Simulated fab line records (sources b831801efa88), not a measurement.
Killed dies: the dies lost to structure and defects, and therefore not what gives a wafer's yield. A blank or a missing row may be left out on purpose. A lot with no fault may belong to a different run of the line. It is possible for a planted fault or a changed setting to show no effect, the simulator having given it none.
Struck lot and sound lot, side by side || flow gf180mcu || 23 out of 602 route steps
Sound: these wafers, L114.4, L114.5, L114.6. The struck wafers were L119.2, L119.4, L119.6. At the end, the cause is stated.
Each step with rows lists, per side, the tool, then ch with its chambers, then its first start. Under that, the readings that differ: sound wafers || struck wafers || difference of the means || sigmas: that difference in standard deviations of wafers without a fault.
alike: same words and numbers on both sides, and readings whose means sit less than 2 such deviations apart. not compared: any withheld reading, any reading some wafer has no value for, any bound like >300 that may hide the same value, and any number with overlapping values for which the record gives no deviation.
The two part at a step that has a row with sigmas, a row that says differs or no value, or rows on one side only. Numbers that have no deviation but don't overlap get no sigmas and don't part them. Lack of a reading on every wafer of one side parts them only where that side has two or more wafers.

GF_CONTACT_RS_MEAS_25: measurement is done with a four-point probe.
  struck on filmMetro-01, day 19 06:26; sound on filmMetro-02, day 17 03:28
  alike: CONTACT_W_RS
GF_CONTACT_THK_MEAS_26: measures by xrf.
  struck on filmMetro-01, day 19 06:32; sound on filmMetro-02, day 17 03:34
  alike: CONTACT_W_THK
then, 1 step without rows for these wafers: GF_CONTACT_CMP_27 (polishes, stops on SiO2, t overpolish 15 s, target thk 0 nm).
GF_M1_SPUTTER_00: material Ti, target thk 37.5 nm, time 150 s.
  struck on pvdSputter-03, day 19 06:53; sound on pvdSputter-04, day 17 03:53
  alike: cathodeDcPowerW, throttleValvePct
GF_M1_SPUTTER_01: material TiN, target thk 30 nm, time 25 s.
  struck on pvdSputter-03, day 19 06:59; sound on pvdSputter-04, day 17 03:59
  alike: cathodeDcPowerW, throttleValvePct
GF_M1_SPUTTER_02: material AlCu, target thk 450 nm, time 23.9 s.
  struck on pvdSputter-03, day 19 07:01; sound on pvdSputter-04, day 17 04:01
  alike: cathodeDcPowerW, throttleValvePct
GF_M1_SPUTTER_03: material Ti, target thk 10 nm, time 6.7 s.
  struck on pvdSputter-03, day 19 07:03; sound on pvdSputter-04, day 17 04:03
  alike: cathodeDcPowerW, throttleValvePct
GF_M1_SPUTTER_04: material TiN, target thk 50 nm, time 41.7 s.
  struck on pvdSputter-03, day 19 07:04; sound on pvdSputter-04, day 17 04:04
  alike: cathodeDcPowerW, throttleValvePct
GF_M1_RS_MEAS_05: measurement is done with a four-point probe.
  struck on filmMetro-04, day 19 07:08; sound on filmMetro-03, day 17 04:10
  alike: M1_ALCU_RS
GF_M1_THK_MEAS_06: measures by xrf.
  struck on filmMetro-04, day 19 07:14; sound on filmMetro-03, day 17 04:16
  alike: M1_ALCU_THK
then, 2 steps without rows for these wafers: GF_M1_DEHYDRATE_07 (time 60 s); GF_M1_HMDS_08 (prime time 60 s).
GF_M1_COAT_09: resist thk 1000 nm.
  sound on lithoTrack-02 ch 0, day 17 15:31; struck on lithoTrack-02 ch 0, day 19 18:43
{"reading": "model.KrF_of_M1_COAT_09.thkNm (nm)", "sound": "999.8 996.5 1000", "struck": "1017 1017 1018", "difference": "+19", "sigmas": ""}
then, 4 steps without rows for these wafers: GF_M1_SOFTBAKE_10 (time 60 s); GF_M1_EXPOSE_11 (exposes mask Metal1, target cd 230 nm); GF_M1_PEB_12 (peb time 90 s); GF_M1_DEVELOP_13 (develop time 60 s).
GF_M1_CD_MEAS_14 targets a cd of 230 nm.
  struck on cdSem-02, day 20 06:42; sound on cdSem-02, day 18 03:14
  alike: cdNm
GF_M1_OVL_MEAS_15:
  struck on overlay-02, day 20 06:49; sound on overlay-01, day 18 03:18
  alike: M1_OVL
GF_M1_METAL_ETCH_16: etches the open film in Cl2/BCl3, stops on SiO2, target depth 750.8 nm, time 125.1 s.
  sound on rieMetal-04 ch 0,1, day 18 03:22; struck on rieMetal-02 ch 0,1, day 20 06:50
{"reading": "model.KrF_of_M1_COAT_09.thkNm (nm)", "sound": "685.5 681.1 686.1", "struck": "703.5 703.4 706.5", "difference": "+20.2", "sigmas": ""}
  alike: drypumpMotorCurrentA, oesProductAu, throttleValvePct
  not compared: rfHoursCounterH
GF_M1_STRIP_17: strips in O2/N2.
  sound on plasmaAsher-01 ch 0,1, day 18 03:29; struck on plasmaAsher-04 ch 0,1, day 20 06:58
{"reading": "stripTimeToEndpointS (s)", "sound": "7.39 7.35 7.38", "struck": "7.57 7.57 7.59", "difference": "+0.20", "sigmas": "+5"}
  alike: drypumpMotorCurrentA, heaterPowerW, oesProductAu
  not compared: rfHoursCounterH
then, 1 step without rows for these wafers: GF_M1_STRIP_18 (strips in post etch residue remover, time 1200 s).
-- the record jumps here: 11 days lie between the struck wafers' starts before and after (it left off in module M1 and takes up again in module PASSIVATION, whose first step shown is number 602 of the route) --
GF_PASSIVATION_PROBE_99:
  record: rows for the struck wafers here (prober-01, day 31 12:30), none for the sound ones

## WHERE THEY PART
Earliest at GF_M1_STRIP_17; latest, in this record, at GF_PASSIVATION_PROBE_99.

WHY: whatever the simulator had introduced
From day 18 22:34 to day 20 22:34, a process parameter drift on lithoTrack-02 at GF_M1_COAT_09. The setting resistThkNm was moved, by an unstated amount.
